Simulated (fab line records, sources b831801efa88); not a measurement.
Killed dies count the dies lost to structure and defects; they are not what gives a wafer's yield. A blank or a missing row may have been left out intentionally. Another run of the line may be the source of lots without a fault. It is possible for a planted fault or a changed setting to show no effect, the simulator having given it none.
Which tool was responsible? / flow sfq-line / Sampling: 13 lots, 39 wafers, 3 of 325 route steps

WHAT THE GAUGES SHOWED, per wafer
SFQ_C5_OVL_MEAS_937. Usual: C5_OVL 0 nm, standard deviation 5.1.
lot=L236; measured=day 76 22:38; on=overlay-02; C5_OVL (nm)=17 10 13; flag=
lot=L237; measured=day 76 23:50; on=overlay-02; C5_OVL (nm)=3 5 5; flag=
lot=L238; measured=day 77 07:34; on=overlay-01; C5_OVL (nm)=4 5 0; flag=
lot=L239; measured=day 77 08:46; on=overlay-01; C5_OVL (nm)=-4 1 0; flag=
lot=L240; measured=day 77 12:22; on=overlay-01; C5_OVL (nm)=6 4 2; flag=
lot=L242; measured=day 78 00:22; on=overlay-02; C5_OVL (nm)=-3 1 -2; flag=
lot=L248; measured=day 80 02:22; on=overlay-02; C5_OVL (nm)=2 -1 -6; flag=
lot=L250; measured=day 81 07:31; on=overlay-01; C5_OVL (nm)=1 3 -5; flag=
lot=L254; measured=day 82 01:31; on=overlay-01; C5_OVL (nm)=0 -6 -8; flag=
lot=L256; measured=day 84 16:48; on=overlay-01; C5_OVL (nm)=-6 -6 -8; flag=
lot=L257; measured=day 86 01:11; on=overlay-01; C5_OVL (nm)=5 1 4; flag=
lot=L258; measured=day 86 02:38; on=overlay-02; C5_OVL (nm)=-7 -1 -6; flag=
lot=L259; measured=day 86 03:50; on=overlay-02; C5_OVL (nm)=-4 1 3; flag=

SFQ_M7_OVL_MEAS_945. Usual: M7_OVL -3 nm, standard deviation 5.3.
lot=L236; measured=day 82 09:55; on=overlay-02; M7_OVL (nm)=7 3 5; flag=
lot=L237; measured=day 82 13:31; on=overlay-01; M7_OVL (nm)=-12 -10 -6; flag=
lot=L238; measured=day 82 14:43; on=overlay-02; M7_OVL (nm)=-3 -5 -6; flag=
lot=L239; measured=day 82 19:04; on=overlay-02; M7_OVL (nm)=4 5 1; flag=
lot=L240; measured=day 83 01:05; on=overlay-02; M7_OVL (nm)=-1 -4 -6; flag=
lot=L242; measured=day 83 15:28; on=overlay-02; M7_OVL (nm)=-4 -4 -6; flag=
lot=L248; measured=day 85 02:23; on=overlay-02; M7_OVL (nm)=-4 -9 -9; flag=
lot=L250; measured=day 86 16:47; on=overlay-01; M7_OVL (nm)=-5 -3 -2; flag=
lot=L254; measured=day 87 11:32; on=overlay-02; M7_OVL (nm)=-3 -4 0; flag=
lot=L256; measured=day 89 08:11; on=overlay-01; M7_OVL (nm)=-8 3 -4; flag=
lot=L257; measured=day 90 10:38; on=overlay-01; M7_OVL (nm)=-11 -10 -5; flag=
lot=L258; measured=day 90 11:49; on=overlay-01; M7_OVL (nm)=-3 -9 -6; flag=
lot=L259; measured=day 90 14:20; on=overlay-02; M7_OVL (nm)=-4 -9 -3; flag=

WHAT TOOL EACH LOT RAN ON (gives the tool, then ch and the chambers of the sampled wafers, and finally the start)
lot=L236; SFQ_TRILAYER_M5_ETCH_METAL_ETCH_126=rie-metal-01 ch 0,1, day 70 06:05
lot=L237; SFQ_TRILAYER_M5_ETCH_METAL_ETCH_126=rie-metal-01 ch 0,1, day 70 17:01
lot=L238; SFQ_TRILAYER_M5_ETCH_METAL_ETCH_126=rie-metal-02 ch 0,1, day 70 19:26
lot=L239; SFQ_TRILAYER_M5_ETCH_METAL_ETCH_126=rie-metal-03 ch 1, day 70 23:01
lot=L240; SFQ_TRILAYER_M5_ETCH_METAL_ETCH_126=rie-metal-01 ch 0,1, day 71 05:05
lot=L242; SFQ_TRILAYER_M5_ETCH_METAL_ETCH_126=rie-metal-03 ch 1, day 71 14:37
lot=L248; SFQ_TRILAYER_M5_ETCH_METAL_ETCH_126=rie-metal-02 ch 0,1, day 74 14:44
lot=L250; SFQ_TRILAYER_M5_ETCH_METAL_ETCH_126=rie-metal-02 ch 0,1, day 76 14:28
lot=L254; SFQ_TRILAYER_M5_ETCH_METAL_ETCH_126=rie-metal-01 ch 0,1, day 77 01:16
lot=L256; SFQ_TRILAYER_M5_ETCH_METAL_ETCH_126=rie-metal-01 ch 0,1, day 77 04:56
lot=L257; SFQ_TRILAYER_M5_ETCH_METAL_ETCH_126=rie-metal-02 ch 0,1, day 77 08:28
lot=L258; SFQ_TRILAYER_M5_ETCH_METAL_ETCH_126=rie-metal-03 ch 0,1, day 77 09:40
lot=L259; SFQ_TRILAYER_M5_ETCH_METAL_ETCH_126=rie-metal-02 ch 1, day 77 10:52
- SFQ_TRILAYER_M5_ETCH_METAL_ETCH_126: etches Nb in Cl2/BCl3, stops on SiO2, time 203.2 s, target depth 265 nm.

WHAT THE TOOLS THEMSELVES READ (means of the sampled wafers that have a number; where no wafer has one, the mark that the record gives instead)
SFQ_TRILAYER_M5_ETCH_METAL_ETCH_126. Usual: bias-w 79.97 W, standard deviation 0.23; drypump-motor-current-A 5.7 A, standard deviation 0.46; oes-product-au 0.729 a.u., standard deviation 0.0055.
lot=L236; tool=rie-metal-01; bias-w (W)=79.90; drypump-motor-current-A (A)=5.6; oes-product-au (a.u.)=0.730; flag=
lot=L237; tool=rie-metal-01; bias-w (W)=80.04; drypump-motor-current-A (A)=5.7; oes-product-au (a.u.)=0.731; flag=
lot=L238; tool=rie-metal-02; bias-w (W)=79.73; drypump-motor-current-A (A)=6.2; oes-product-au (a.u.)=0.724; flag=
lot=L239; tool=rie-metal-03; bias-w (W)=79.78; drypump-motor-current-A (A)=4.8; oes-product-au (a.u.)=0.731; flag=
lot=L240; tool=rie-metal-01; bias-w (W)=80.08; drypump-motor-current-A (A)=5.7; oes-product-au (a.u.)=0.732; flag=
lot=L242; tool=rie-metal-03; bias-w (W)=80.04; drypump-motor-current-A (A)=4.8; oes-product-au (a.u.)=0.727; flag=
lot=L248; tool=rie-metal-02; bias-w (W)=79.81; drypump-motor-current-A (A)=6.1; oes-product-au (a.u.)=0.725; flag=
lot=L250; tool=rie-metal-02; bias-w (W)=79.95; drypump-motor-current-A (A)=6.2; oes-product-au (a.u.)=0.727; flag=
lot=L254; tool=rie-metal-01; bias-w (W)=79.81; drypump-motor-current-A (A)=5.7; oes-product-au (a.u.)=0.731; flag=
lot=L256; tool=rie-metal-01; bias-w (W)=80.00; drypump-motor-current-A (A)=5.6; oes-product-au (a.u.)=0.728; flag=
lot=L257; tool=rie-metal-02; bias-w (W)=80.01; drypump-motor-current-A (A)=6.1; oes-product-au (a.u.)=0.725; flag=
lot=L258; tool=rie-metal-03; bias-w (W)=79.81; drypump-motor-current-A (A)=5.3; oes-product-au (a.u.)=0.729; flag=
lot=L259; tool=rie-metal-02; bias-w (W)=79.86; drypump-motor-current-A (A)=6.3; oes-product-au (a.u.)=0.724; flag=

THE ANSWER, worked out from the rows above alone
Rule: take the mean of a lot's wafers that have a number; if it is more than 3 standard deviations from the usual mean, the lot is off. A lot without any number at a reading at which 4 lots or more have one is off too. The other lots that the step has rows for count as sound. First the gauges in route order, then the tools' own readings, where a lot's mean is used as printed above. The first step at which some lot is off is used, and at that step the reading that is off furthest; a lot without a number counts as furthest.
No lot is off at any reading shown: from this, nothing can be told.

WHAT THE SIMULATOR HAD PUT IN
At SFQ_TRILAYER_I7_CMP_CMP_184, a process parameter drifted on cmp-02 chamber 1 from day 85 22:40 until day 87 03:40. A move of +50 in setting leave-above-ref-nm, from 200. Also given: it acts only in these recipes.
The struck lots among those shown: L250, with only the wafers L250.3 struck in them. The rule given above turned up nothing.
